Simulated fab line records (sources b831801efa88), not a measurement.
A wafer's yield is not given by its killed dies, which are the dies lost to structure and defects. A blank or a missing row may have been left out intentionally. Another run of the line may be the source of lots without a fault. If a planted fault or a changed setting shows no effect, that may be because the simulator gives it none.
The tool behind it: which one? :: flow gf180mcu :: 11 lots with 33 wafers sampled at 6 steps, on a route of 602 steps

## WHAT THE GAUGES SHOWED, per wafer
GF_NSD_CD_MEAS_07 targets a cd of 400 nm. Usual: 400.5 nm for cd-nm, sd 2.3.
lot: L607
measured: day 14 05:19
on: cd-sem-01
cd-nm (nm): 399.2 403.3 399.5
flag: 

lot: L608
measured: day 14 17:44
on: cd-sem-02
cd-nm (nm): 403.7 403.8 401.7
flag: 

lot: L609
measured: day 14 23:25
on: cd-sem-02
cd-nm (nm): 399.9 398.5 400.3
flag: 

lot: L611
measured: day 15 22:11
on: cd-sem-01
cd-nm (nm): 399.8 399.3 400.0
flag: 

lot: L612
measured: day 16 03:43
on: cd-sem-02
cd-nm (nm): 399.1 398.1 395.7
flag: 

lot: L613
measured: day 16 13:49
on: cd-sem-02
cd-nm (nm): 396.0 395.7 397.8
flag: 

lot: L614
measured: day 16 19:16
on: cd-sem-02
cd-nm (nm): 402.5 401.3 400.8
flag: 

lot: L615
measured: day 17 02:22
on: cd-sem-01
cd-nm (nm): 401.9 398.2 403.6
flag: 

lot: L616
measured: day 17 11:10
on: cd-sem-02
cd-nm (nm): 403.2 401.7 402.6
flag: 

lot: L617
measured: day 17 20:13
on: cd-sem-02
cd-nm (nm): 401.4 398.9 402.5
flag: 

lot: L620
measured: day 18 21:49
on: cd-sem-02
cd-nm (nm): 401.4 401.7 403.5
flag: 

GF_CONTACT_RS_MEAS_25: the measuring method here is four-point-probe. Usual: CONTACT_W_RS gives 0.385 ohm/sq (standard deviation 0.0046).
lot: L607
measured: day 17 01:13
on: film-metro-02
CONTACT_W_RS (ohm/sq): 0.381 0.381 0.383
flag: 

lot: L608
measured: day 17 15:21
on: film-metro-03
CONTACT_W_RS (ohm/sq): 0.383 0.376 0.379
flag: 

lot: L609
measured: day 17 21:53
on: film-metro-03
CONTACT_W_RS (ohm/sq): 0.383 0.385 0.383
flag: 

lot: L611
measured: day 19 01:52
on: film-metro-01
CONTACT_W_RS (ohm/sq): 0.381 0.383 0.387
flag: 

lot: L612
measured: day 19 05:13
on: film-metro-02
CONTACT_W_RS (ohm/sq): 0.385 0.382 0.387
flag: 

lot: L613
measured: day 19 13:59
on: film-metro-03
CONTACT_W_RS (ohm/sq): 0.384 0.379 0.379
flag: 

lot: L614
measured: day 19 21:25
on: film-metro-01
CONTACT_W_RS (ohm/sq): 0.387 0.385 0.389
flag: 

lot: L615
measured: day 20 04:31
on: film-metro-03
CONTACT_W_RS (ohm/sq): 0.383 0.384 0.390
flag: 

lot: L616
measured: day 20 13:47
on: film-metro-03
CONTACT_W_RS (ohm/sq): 0.380 0.382 0.386
flag: 

lot: L617
measured: day 20 23:34
on: film-metro-01
CONTACT_W_RS (ohm/sq): 0.383 0.383 0.381
flag: 

lot: L620
measured: day 22 01:46
on: film-metro-01
CONTACT_W_RS (ohm/sq): 0.291 0.380 0.383
flag: OFF

GF_CONTACT_THK_MEAS_26: measures by xrf. Usual: CONTACT_W_THK gives 296 nm (standard deviation 5.1).
lot: L607
measured: day 17 01:19
on: film-metro-02
CONTACT_W_THK (nm): 295 296 295
flag: 

lot: L608
measured: day 17 15:28
on: film-metro-03
CONTACT_W_THK (nm): 295 299 297
flag: 

lot: L609
measured: day 17 21:59
on: film-metro-03
CONTACT_W_THK (nm): 296 295 296
flag: 

lot: L611
measured: day 19 01:59
on: film-metro-01
CONTACT_W_THK (nm): 304 305 302
flag: 

lot: L612
measured: day 19 05:20
on: film-metro-02
CONTACT_W_THK (nm): 296 298 294
flag: 

lot: L613
measured: day 19 14:05
on: film-metro-03
CONTACT_W_THK (nm): 291 295 297
flag: 

lot: L614
measured: day 19 21:32
on: film-metro-01
CONTACT_W_THK (nm): 298 301 298
flag: 

lot: L615
measured: day 20 04:38
on: film-metro-03
CONTACT_W_THK (nm): 295 296 291
flag: 

lot: L616
measured: day 20 13:54
on: film-metro-03
CONTACT_W_THK (nm): 299 297 293
flag: 

lot: L617
measured: day 20 23:41
on: film-metro-01
CONTACT_W_THK (nm): 299 299 301
flag: 

lot: L620
measured: day 22 01:53
on: film-metro-01
CONTACT_W_THK (nm): 396 307 301
flag: OFF

GF_V3_CD_MEAS_14 targets a cd of 260 nm. Usual: 260.2 nm for cd-nm, sd 0.98.
lot: L607
measured: day 23 08:20
on: cd-sem-01
cd-nm (nm): 260.7 260.4 261.0
flag: 

lot: L608
measured: day 23 21:22
on: cd-sem-02
cd-nm (nm): 260.5 260.5 259.9
flag: 

lot: L609
measured: day 24 05:07
on: cd-sem-01
cd-nm (nm): 262.3 260.5 261.1
flag: 

lot: L611
measured: day 25 03:58
on: cd-sem-01
cd-nm (nm): 260.0 260.2 258.2
flag: 

lot: L612
measured: day 25 15:06
on: cd-sem-02
cd-nm (nm): 259.8 259.4 260.1
flag: 

lot: L613
measured: day 25 16:46
on: cd-sem-01
cd-nm (nm): 261.4 260.8 260.8
flag: 

lot: L614
measured: day 25 21:11
on: cd-sem-02
cd-nm (nm): 261.6 260.4 260.9
flag: 

lot: L615
measured: day 26 13:35
on: cd-sem-01
cd-nm (nm): 260.4 261.0 259.9
flag: 

lot: L616
measured: day 26 15:09
on: cd-sem-01
cd-nm (nm): 260.9 261.6 262.9
flag: 

lot: L617
measured: day 26 19:11
on: cd-sem-02
cd-nm (nm): 260.0 258.6 259.9
flag: 

lot: L620
measured: day 27 17:48
on: cd-sem-02
cd-nm (nm): 259.9 260.8 261.2
flag: 

## EACH LOT AND THE TOOL THAT RAN IT (in order: tool; ch and the chambers of the sampled wafers; start)
lot: L607
GF_CONTACT_CVD_24: cvd-w-01 ch 0, day 17 01:05
GF_CONTACT_CMP_27: cmp-02 ch 0,1,3, day 17 01:22

lot: L608
GF_CONTACT_CVD_24: cvd-w-02 ch 0,1, day 17 15:15
GF_CONTACT_CMP_27: cmp-02 ch 1,2, day 17 15:32

lot: L609
GF_CONTACT_CVD_24: cvd-w-02 ch 0,1, day 17 21:46
GF_CONTACT_CMP_27: cmp-02 ch 0,2,3, day 18 00:43

lot: L611
GF_CONTACT_CVD_24: cvd-w-01 ch 0,1, day 19 01:46
GF_CONTACT_CMP_27: cmp-01 ch 0,3, day 19 02:03

lot: L612
GF_CONTACT_CVD_24: cvd-w-02 ch 0, day 19 05:07
GF_CONTACT_CMP_27: cmp-02 ch 0,2,3, day 19 05:27

lot: L613
GF_CONTACT_CVD_24: cvd-w-01 ch 0,1, day 19 13:53
GF_CONTACT_CMP_27: cmp-01 ch 1,2,3, day 19 14:14

lot: L614
GF_CONTACT_CVD_24: cvd-w-01 ch 0,1, day 19 21:19
GF_CONTACT_CMP_27: cmp-02 ch 1,3, day 19 21:35

lot: L615
GF_CONTACT_CVD_24: cvd-w-02 ch 0,1, day 20 04:25
GF_CONTACT_CMP_27: cmp-02 ch 0,1,2, day 20 04:53

lot: L616
GF_CONTACT_CVD_24: cvd-w-02 ch 0,1, day 20 13:41
GF_CONTACT_CMP_27: cmp-01 ch 1,2, day 20 14:01

lot: L617
GF_CONTACT_CVD_24: cvd-w-02 ch 0,1, day 20 23:28
GF_CONTACT_CMP_27: cmp-01 ch 0,1,3, day 20 23:44

lot: L620
GF_CONTACT_CVD_24: cvd-w-02 ch 0,1, day 22 01:40
GF_CONTACT_CMP_27: cmp-02 ch 0,1,2, day 22 01:59
- GF_CONTACT_CVD_24: deposits W, target thk 300 nm, time 90.339 s.
- GF_CONTACT_CMP_27: polishes, stops on SiO2, t overpolish 15 s, target thk 0 nm.

## AS READ BY THE TOOLS THEMSELVES (means over the sampled wafers that have a number; for cases with no such wafer, the mark the record gives instead)
GF_CONTACT_CVD_24. Usual: chamber-pressure-Torr 39.99 Torr, standard deviation 0.094; heater-power-w 843 W, standard deviation 66.
lot: L607
tool: cvd-w-01
chamber-pressure-Torr (Torr): 39.80
heater-power-w (W): 751
flag: 

lot: L608
tool: cvd-w-02
chamber-pressure-Torr (Torr): 40.00
heater-power-w (W): 852
flag: 

lot: L609
tool: cvd-w-02
chamber-pressure-Torr (Torr): 39.98
heater-power-w (W): 841
flag: 

lot: L611
tool: cvd-w-01
chamber-pressure-Torr (Torr): 39.96
heater-power-w (W): 798
flag: 

lot: L612
tool: cvd-w-02
chamber-pressure-Torr (Torr): 39.94
heater-power-w (W): 828
flag: 

lot: L613
tool: cvd-w-01
chamber-pressure-Torr (Torr): 39.94
heater-power-w (W): 820
flag: 

lot: L614
tool: cvd-w-01
chamber-pressure-Torr (Torr): 40.01
heater-power-w (W): 808
flag: 

lot: L615
tool: cvd-w-02
chamber-pressure-Torr (Torr): 40.01
heater-power-w (W): 844
flag: 

lot: L616
tool: cvd-w-02
chamber-pressure-Torr (Torr): 40.09
heater-power-w (W): 842
flag: 

lot: L617
tool: cvd-w-02
chamber-pressure-Torr (Torr): 40.04
heater-power-w (W): 848
flag: 

lot: L620
tool: cvd-w-02
chamber-pressure-Torr (Torr): 40.06
heater-power-w (W): 859
flag: 

GF_CONTACT_CMP_27. Usual: motor-current-A 11.0 A, standard deviation 1.4; time-to-endpoint-s 73 s, standard deviation 3.5.
lot: L607
tool: cmp-02
motor-current-A (A): 11.2
time-to-endpoint-s (s): 70
flag: 

lot: L608
tool: cmp-02
motor-current-A (A): 13.0
time-to-endpoint-s (s): 75
flag: 

lot: L609
tool: cmp-02
motor-current-A (A): 11.6
time-to-endpoint-s (s): 74
flag: 

lot: L611
tool: cmp-01
motor-current-A (A): 10.6
time-to-endpoint-s (s): 76
flag: 

lot: L612
tool: cmp-02
motor-current-A (A): 11.6
time-to-endpoint-s (s): 75
flag: 

lot: L613
tool: cmp-01
motor-current-A (A): 9.7
time-to-endpoint-s (s): 74
flag: 

lot: L614
tool: cmp-02
motor-current-A (A): 10.8
time-to-endpoint-s (s): 70
flag: 

lot: L615
tool: cmp-02
motor-current-A (A): 12.3
time-to-endpoint-s (s): 76
flag: 

lot: L616
tool: cmp-01
motor-current-A (A): 10.0
time-to-endpoint-s (s): 73
flag: 

lot: L617
tool: cmp-01
motor-current-A (A): 9.9
time-to-endpoint-s (s): 75
flag: 

lot: L620
tool: cmp-02
motor-current-A (A): 12.5
time-to-endpoint-s (s): 82
flag: 

## THE ANSWER, worked out from the rows above alone
Rule: take the mean of a lot's wafers that have a number; if it is more than 3 standard deviations from the usual mean, the lot is off. A lot without any number at a reading at which 4 lots or more have one is off too. Any other lot the step has rows for is counted as sound. The gauges are gone through in route order, then the tools' own readings, and for those a lot's mean is taken as printed above. The first step at which some lot is off is used, and at that step the reading that is off furthest; a lot without a number counts as furthest.
Off: L620, seen at GF_CONTACT_RS_MEAS_25 (CONTACT_W_RS).
A tool fits if, at a process step before that reading, it ran every lot that is off, and no sound lot after the first of them. Those tools and the gauges at GF_CONTACT_RS_MEAS_25 are tried in the same way. Undecided on this evidence; 2 tools fit (cvd-w-02 at GF_CONTACT_CVD_24, film-metro-01 at GF_CONTACT_RS_MEAS_25).

## WHAT THE SIMULATOR HAD INSERTED
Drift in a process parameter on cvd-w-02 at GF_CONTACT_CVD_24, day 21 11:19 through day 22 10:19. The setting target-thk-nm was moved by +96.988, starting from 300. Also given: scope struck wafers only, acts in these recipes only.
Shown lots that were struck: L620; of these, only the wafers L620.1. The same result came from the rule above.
